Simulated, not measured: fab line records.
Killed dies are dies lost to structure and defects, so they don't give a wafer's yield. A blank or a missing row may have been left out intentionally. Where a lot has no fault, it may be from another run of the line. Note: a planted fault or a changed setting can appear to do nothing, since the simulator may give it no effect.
A struck lot beside a sound one || flow sky130 || 15 out of 708 route steps
Sound: these wafers, L104.1, L104.4, L104.6. Struck: wafer L993.5; the same lot's L993.2 was not struck, so it is left out; see the end for the cause.
Each step with rows lists, per side, the tool, then ch with its chambers, then its first start. Under that, the readings that differ: sound wafers || struck wafers || difference of the means || sigmas: that difference in standard deviations of wafers without a fault.
alike: readings whose means differ by less than 2 such deviations, and words and numbers that are the same on both sides. not compared: withheld readings, readings that some wafer has no value for, bounds like >300 that may hide the same value, and numbers for which the record gives no deviation and whose values overlap.
The two part at a step that has a row with sigmas, a row that says differs or no value, or rows on one side only. Numbers that don't overlap but have no deviation are shown without sigmas and don't part them. A reading that every wafer of one side lacks parts them only if that side has two wafers or more.

SKY_METAL1_STRIP_20: strips in O2/N2.
  sound on plasmaAsher-04 ch 0,1, day 39 01:02; struck on plasmaAsher-04 ch 0, day 35 09:26
  alike: drypumpMotorCurrentA, n2FlowSccm, oesProductAu, stripTimeToEndpointS
  not compared: rfHoursCounterH
then, 4 steps without rows for these wafers: SKY_METAL1_STRIP_21 (strips in post etch residue remover, time 1200 s); SKY_METAL1_CLEAN_22 (cleans in IPA, time 180 s); SKY_METAL1_CLEAN_23 (cleans in O3/DIW); SKY_VIA1_HDPCVD_00 (deposits SiO2, target thk 1030 nm, time 171.7 s).
SKY_VIA1_THK_MEAS_01:
  struck on filmMetro-04, day 35 10:11; sound on filmMetro-04, day 39 01:45
  alike: VIA1_HDPCVD_THK
SKY_VIA1_CMP_02: polishes SiO2.
  sound on cmp-02 ch 0,1,3, day 39 01:55; struck on cmp-02 ch 0, day 35 10:17
  alike: motorCurrentA
SKY_VIA1_BOW_MEAS_03:
  struck on filmMetro-03, day 35 10:34; sound on filmMetro-02, day 39 02:07
  alike: VIA1_BOW
then, 4 steps without rows for these wafers: SKY_VIA1_DEHYDRATE_04 (time 60 s); SKY_VIA1_HMDS_05 (prime time 60 s); SKY_VIA1_COAT_06 (resist thk 60 nm); SKY_VIA1_COAT_07 (resist thk 450 nm).
SKY_VIA1_SOFTBAKE_08: time 90 s.
  sound on lithoTrack-02 ch 0, day 39 13:00; struck on lithoTrack-04 ch 0, day 35 23:00
{"reading": "heaterPowerTotalW (W)", "sound": "57.44 57.52 57.40", "struck": 59.85, "difference": "+2.40", "sigmas": "+20"}
{"reading": "runLengthS (s)", "sound": "119.04 119.13 119.02", "struck": 108.47, "difference": -10.59, "sigmas": -59}
then, 1 step without rows for these wafers: SKY_VIA1_EXPOSE_09 (exposes mask VIM, target cd 150 nm).
-- the record jumps here: 12 days lie between the struck wafers' starts before and after (it left off in module VIA1 and takes up again in module PAD_OPEN, whose first step shown is number 708 of the route) --
SKY_PAD_OPEN_PROBE_99:
  struck on prober-02, day 48 02:08; sound on prober-02, day 50 08:25
  alike: defectLimitedYield, killed_at_M0_to_M3, killed_at_M4_up, killedAtContacts, killedAtFrontEnd, killedAtOther, killedDies, killedOpen, killedShort, sort_bin_3_pad_short, sort_bin_5_function, sort_bin_6_memory, sortNPass, sortYieldPct

## WHERE THEY PART
Only at SKY_VIA1_SOFTBAKE_08, as far as this record shows. Later steps at which nothing parts them and some readings are alike: SKY_PAD_OPEN_PROBE_99.

WHY: what had been put in by the simulator
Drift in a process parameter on lithoTrack-04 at SKY_VIA1_SOFTBAKE_08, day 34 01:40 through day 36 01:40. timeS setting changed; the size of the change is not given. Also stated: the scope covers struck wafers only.
